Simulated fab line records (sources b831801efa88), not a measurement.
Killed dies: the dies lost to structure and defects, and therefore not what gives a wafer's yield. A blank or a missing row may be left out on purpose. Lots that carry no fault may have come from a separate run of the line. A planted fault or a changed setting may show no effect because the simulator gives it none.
Check for tools in common / flow sky130 / Sampled: 12 lots, 36 wafers

== REASON FOR OPENING ==
Of 12 lots, 3 have the reading VT_ADJUST_HVTR_TW flagged at SKY_VT_ADJUST_HVTR_TW_MEAS_11. Fault-free wafers read 210.8, with a standard deviation of 2.3.
Rule: a lot gets a flag if all its wafers with a number sit over 4 standard deviations from that mean, or if no wafer of it has a number. As for the other lots, they are considered sound.

lot=L723; measured=day 9 20:11; on=film_metro-01; VT_ADJUST_HVTR_TW, wafer by wafer=212.5 212.9 213.2; flag=
lot=L724; measured=day 10 03:06; on=film_metro-04; VT_ADJUST_HVTR_TW, wafer by wafer=211.5 210.9 211.4; flag=
lot=L727; measured=day 10 18:10; on=film_metro-03; VT_ADJUST_HVTR_TW, wafer by wafer=209.5 208.9 209.1; flag=
lot=L726; measured=day 10 22:19; on=film_metro-03; VT_ADJUST_HVTR_TW, wafer by wafer=209.3 209.3 208.3; flag=
lot=L731; measured=day 12 08:02; on=film_metro-01; VT_ADJUST_HVTR_TW, wafer by wafer=211.7 212.2 211.7; flag=
lot=L737; measured=day 14 05:14; on=film_metro-04; VT_ADJUST_HVTR_TW, wafer by wafer=264.4 264.1 265.2; flag=FLAGGED
lot=L738; measured=day 14 12:35; on=film_metro-04; VT_ADJUST_HVTR_TW, wafer by wafer=266.2 266.7 266.5; flag=FLAGGED
lot=L739; measured=day 14 17:46; on=film_metro-01; VT_ADJUST_HVTR_TW, wafer by wafer=264.6 265.4 263.9; flag=FLAGGED
lot=L742; measured=day 15 15:09; on=film_metro-04; VT_ADJUST_HVTR_TW, wafer by wafer=213.3 212.5 212.1; flag=
lot=L743; measured=day 16 00:26; on=film_metro-04; VT_ADJUST_HVTR_TW, wafer by wafer=211.8 212.2 212.4; flag=
lot=L744; measured=day 16 07:09; on=film_metro-04; VT_ADJUST_HVTR_TW, wafer by wafer=212.1 213.7 212.2; flag=
lot=L745; measured=day 16 11:59; on=film_metro-03; VT_ADJUST_HVTR_TW, wafer by wafer=206.6 208.2 207.4; flag=
The mean of the flagged lots' numbers is 265.2, +54.4 from the usual (+24 standard deviations).

== WHICH TOOL EACH LOT WENT THROUGH ==
The record keeps 1 process step preceding the reading, out of 708 steps on the route. Every cell lists first the tool, next ch and the chambers used by the sampled wafers, and last the start.
lot=L723; flag=; SKY_VT_ADJUST_NCORE_COAT_02=litho_track-02 ch 0, day 8 12:11
lot=L724; flag=; SKY_VT_ADJUST_NCORE_COAT_02=litho_track-03 ch 0, day 8 18:31
lot=L727; flag=; SKY_VT_ADJUST_NCORE_COAT_02=litho_track-01 ch 0, day 9 08:14
lot=L726; flag=; SKY_VT_ADJUST_NCORE_COAT_02=litho_track-01 ch 0, day 9 11:40
lot=L731; flag=; SKY_VT_ADJUST_NCORE_COAT_02=litho_track-02 ch 0, day 10 20:29
lot=L737; flag=FLAGGED; SKY_VT_ADJUST_NCORE_COAT_02=litho_track-01, day 12 15:11
lot=L738; flag=FLAGGED; SKY_VT_ADJUST_NCORE_COAT_02=litho_track-01, day 12 21:44
lot=L739; flag=FLAGGED; SKY_VT_ADJUST_NCORE_COAT_02=litho_track-01, day 13 02:34
lot=L742; flag=; SKY_VT_ADJUST_NCORE_COAT_02=litho_track-01 ch 0, day 13 21:55
lot=L743; flag=; SKY_VT_ADJUST_NCORE_COAT_02=litho_track-02 ch 0, day 14 07:14
lot=L744; flag=; SKY_VT_ADJUST_NCORE_COAT_02=litho_track-02 ch 0, day 14 12:31
lot=L745; flag=; SKY_VT_ADJUST_NCORE_COAT_02=litho_track-02 ch 0, day 14 17:50
What the steps here do:
- SKY_VT_ADJUST_NCORE_COAT_02: resist thk 1140 nm.
- SKY_VT_ADJUST_HVTR_TW_MEAS_11

== FLAGGED OVER TOTAL, TOOL BY TOOL (the gauges that took the reading come last) ==
step=SKY_VT_ADJUST_NCORE_COAT_02; tool=litho_track-01; lots run=6; flagged=3; share of the flagged lots=all; sound lots run after its first flagged lot=1 (L742)
step=SKY_VT_ADJUST_NCORE_COAT_02; tool=litho_track-02; lots run=5; flagged=0; share of the flagged lots=none; sound lots run after its first flagged lot=-
step=SKY_VT_ADJUST_NCORE_COAT_02; tool=litho_track-03; lots run=1; flagged=0; share of the flagged lots=none; sound lots run after its first flagged lot=-
step=SKY_VT_ADJUST_HVTR_TW_MEAS_11; tool=film_metro-01; lots run=3; flagged=1; share of the flagged lots=some; sound lots run after its first flagged lot=0
step=SKY_VT_ADJUST_HVTR_TW_MEAS_11; tool=film_metro-03; lots run=3; flagged=0; share of the flagged lots=none; sound lots run after its first flagged lot=-
step=SKY_VT_ADJUST_HVTR_TW_MEAS_11; tool=film_metro-04; lots run=6; flagged=2; share of the flagged lots=some; sound lots run after its first flagged lot=3 (L742,L743,L744)

== WHAT THE TABLE ALLOWS ==
Rows of the table that ran each flagged lot: 1, that is litho_track-01 at SKY_VT_ADJUST_NCORE_COAT_02.
- litho_track-01 at SKY_VT_ADJUST_NCORE_COAT_02: 3 of its 6 lots flagged. After the first flagged lot (L742), sound lots still ran on it; a lasting fault on the whole tool would not permit that. On the flagged lots its readings are blank where sound lots have values: chill_plate_temp_C, dispense_pressure_kPa, resist_line_temp_C.
There is no row in the table that ran each flagged lot and no sound lot after the first.

== WHAT HAD BEEN PUT IN BY THE SIMULATOR ==
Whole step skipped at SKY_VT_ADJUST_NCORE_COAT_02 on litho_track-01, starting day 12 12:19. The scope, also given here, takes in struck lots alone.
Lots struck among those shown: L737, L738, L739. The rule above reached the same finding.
